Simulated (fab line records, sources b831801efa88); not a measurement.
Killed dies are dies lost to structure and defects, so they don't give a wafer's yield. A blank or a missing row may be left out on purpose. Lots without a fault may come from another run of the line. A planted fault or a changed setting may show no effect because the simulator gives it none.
A struck lot beside a sound one | flow sky130 | 44 steps out of a route of 708
Sound: wafers L139.1, L139.4, L139.5. Struck: wafers L150.2, L150.3, L150.5. The cause comes at the end.
At each step with rows: each side's tool, then ch and its chambers, then its first start. Under that, the readings that differ: sound wafers | struck wafers | difference of the means | sigmas: that difference in standard deviations of wafers without a fault.
alike: readings whose means differ by less than 2 such deviations, and words and numbers that are the same on both sides. not compared: withheld readings, readings that some wafer has no value for, bounds like >300 that may hide the same value, and numbers for which the record gives no deviation and whose values overlap.
The two part at a step that has a row with sigmas, a row that says differs or no value, or rows on one side only. Numbers that don't overlap but have no deviation are shown without sigmas and don't part them. A reading that every wafer of one side lacks parts them only if that side has two wafers or more.

SKY_VIA2_ETCH_15: etches SiO2 in C4F8/O2/Ar, stops on TiN, target depth 546 nm, time 84 s.
  sound on rie_diel-04 ch 0,1, day 36 11:31; struck on rie_diel-02 ch 0,2,3, day 40 02:43
  alike: oes_product_au
  not compared: rf_hours_counter_h
SKY_VIA2_STRIP_16: strips in O2/N2.
  sound on plasma_asher-02 ch 0, day 36 11:34; struck on plasma_asher-04 ch 0,1, day 40 02:46
  alike: drypump_motor_current_A, o2_flow_sccm, oes_product_au, strip_time_to_endpoint_s
  not compared: rf_hours_counter_h
then, 5 steps without rows for these wafers: SKY_VIA2_STRIP_17 (strips in post etch residue remover, time 1200 s); SKY_VIA2_CLEAN_18 (cleans in IPA, time 180 s); SKY_VIA2_CLEAN_19 (cleans in O3/DIW); SKY_VIA2_SPUTTER_20 (material TiN, target thk 20 nm, time 80 s); SKY_VIA2_CVD_21 (deposits W, target thk 420 nm, time 126.4 s).
SKY_VIA2_RS_MEAS_22: measures by four-point-probe.
  sound on film_metro-03, day 36 12:22; struck on film_metro-03, day 40 03:55
  alike: VIA2_W_RS
SKY_VIA2_THK_MEAS_23: measures by xrf.
  sound on film_metro-03, day 36 12:29; struck on film_metro-03, day 40 04:02
  alike: VIA2_W_THK
SKY_VIA2_CMP_24: polishes, stops on SiO2, t overpolish 20 s, target thk 0 nm.
  sound on cmp-01 ch 0,1,2, day 36 12:33; struck on cmp-02 ch 0,3, day 40 04:08
  alike: edge_zone_pressure_frac, motor_current_A, overpolish_run_s, time_to_endpoint_s
then, 2 steps without rows for these wafers: SKY_METAL3_SPUTTER_00 (material Ti, target thk 15 nm, time 10 s); SKY_METAL3_SPUTTER_01 (material TiN, target thk 20 nm, time 16.7 s).
SKY_METAL3_SPUTTER_02: material AlCu, target thk 735 nm, time 39.1 s.
  sound on pvd_sputter-03, day 36 12:53; struck on pvd_sputter-03, day 40 04:26
  reading                                     | sound             | struck               | difference | sigmas
  cathode_dc_power_W (W)                      | 10599 10601 10601 | 9571.5 9572.2 9571.6 | -1028.6    | -99 or more
  model.AlCu_of_METAL3_SPUTTER_02.thk_nm (nm) | 719.1 735.8 735.3 | 659.2 667.9 667.2    | -65.3      |
  alike: throttle_valve_pct
then, 1 step without rows for these wafers: SKY_METAL3_SPUTTER_03 (material Ti, target thk 5 nm, time 3.3 s).
SKY_METAL3_SPUTTER_04: material TiN, target thk 70 nm, time 58.3 s.
  sound on pvd_sputter-03, day 36 12:57; struck on pvd_sputter-03, day 40 04:29
  alike: cathode_dc_power_W, throttle_valve_pct
then, 1 step without rows for these wafers: SKY_CAPM_CVD_00 (deposits SiO2, target thk 15.5 nm).
SKY_CAPM_THK_MEAS_01:
  sound on film_metro-03, day 36 13:01; struck on film_metro-01, day 40 04:34
  alike: CAPM_CVD_00_THK
then, 1 step without rows for these wafers: SKY_CAPM_SPUTTER_02 (material TiN, target thk 200 nm, time 166.7 s).
SKY_CAPM_RS_MEAS_03: measures by four-point-probe.
  sound on film_metro-02, day 36 13:12; struck on film_metro-02, day 40 04:44
  alike: CAPM_TIN_RS
SKY_CAPM_THK_MEAS_04: measures by xrf.
  sound on film_metro-02, day 36 13:19; struck on film_metro-02, day 40 04:51
  alike: CAPM_TIN_THK
then, 7 steps without rows for these wafers: SKY_CAPM_DEHYDRATE_05 (time 60 s); SKY_CAPM_HMDS_06 (prime time 60 s); SKY_CAPM_COAT_07 (resist thk 1140 nm); SKY_CAPM_SOFTBAKE_08 (time 60 s); SKY_CAPM_EXPOSE_09 (exposes mask CAPM, target cd 1000 nm); SKY_CAPM_PEB_10; SKY_CAPM_DEVELOP_11 (develop time 60 s).
SKY_CAPM_OVL_MEAS_12:
  sound on overlay-01, day 37 15:16; struck on overlay-01, day 41 05:06
  alike: CAPM_OVL
then, 1 step without rows for these wafers: SKY_CAPM_METAL_ETCH_13 (etches TiN in Cl2/BCl3, stops on SiO2, target depth 220 nm, time 62.9 s).
SKY_CAPM_STRIP_14: strips in O2/N2.
  sound on plasma_asher-01 ch 0,1, day 37 15:23; struck on plasma_asher-01 ch 0,1, day 41 05:13
  alike: drypump_motor_current_A, o2_flow_sccm, oes_product_au, strip_time_to_endpoint_s
  not compared: rf_hours_counter_h
then, 11 steps without rows for these wafers: SKY_CAPM_STRIP_15 (strips in post etch residue remover, time 1200 s); SKY_CAPM_CLEAN_16 (cleans in IPA, time 180 s); SKY_CAPM_CLEAN_17 (cleans in O3/DIW); SKY_METAL3_DEHYDRATE_05 (time 60 s); SKY_METAL3_HMDS_06 (prime time 60 s); SKY_METAL3_COAT_07 (resist thk 60 nm); SKY_METAL3_COAT_08 (resist thk 1140 nm); SKY_METAL3_SOFTBAKE_09 (time 90 s); SKY_METAL3_EXPOSE_10 (exposes mask MM3, target cd 300 nm); SKY_METAL3_PEB_11; SKY_METAL3_DEVELOP_12 (develop time 60 s).
SKY_METAL3_CD_MEAS_13: target cd 300 nm.
  sound on cd_sem-01, day 38 17:38; struck on cd_sem-02, day 42 05:11
  alike: cd_nm
SKY_METAL3_METAL_ETCH_18: etches the open film in Cl2/BCl3, stops on SiO2, target depth 845 nm, time 183.1 s.
  sound on rie_metal-04 ch 0, day 38 17:57; struck on rie_metal-03 ch 0,1, day 42 05:28
  reading               | sound             | struck            | difference | sigmas
  oes_product_au (a.u.) | 0.857 0.870 0.868 | 0.822 0.830 0.827 | -0.039     | -6
  alike: drypump_motor_current_A, throttle_valve_pct
  not compared: rf_hours_counter_h
-- the record jumps here: 7 days lie between the struck wafers' starts before and after (it left off in module METAL3 and takes up again in module PAD_OPEN, whose first step shown is number 708 of the route) --
SKY_PAD_OPEN_PROBE_99:
  sound on prober-02, day 45 22:59; struck on prober-02, day 48 22:08
  reading                      | sound                  | struck                  | difference | sigmas
  model.etest.met3.line_ohm_um | 0.1426 0.1424 0.1436   | 0.1561 0.1523 0.1537    | +0.0112    |
  model.etest.met3.rs_ohm_sq   | 0.0436 0.04242 0.04307 | 0.04752 0.04729 0.04691 | +0.00421   |
  alike: defect_limited_yield, killed_at_M0_to_M3, killed_at_M4_up, killed_at_contacts, killed_at_front_end, killed_at_other, killed_dies, killed_open, killed_short, sort_bin_3_pad_short, sort_bin_5_function, sort_bin_6_memory, sort_n_pass, sort_yield_pct

WHERE THEY PART
First at SKY_METAL3_SPUTTER_02; last, within this record, at SKY_METAL3_METAL_ETCH_18. Later steps at which nothing parts them and some readings are alike: SKY_PAD_OPEN_PROBE_99.

WHY: what the simulator had put in
Process parameter drift: pvd_sputter-03, from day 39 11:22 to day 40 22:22, at SKY_METAL3_SPUTTER_02. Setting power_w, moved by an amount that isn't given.
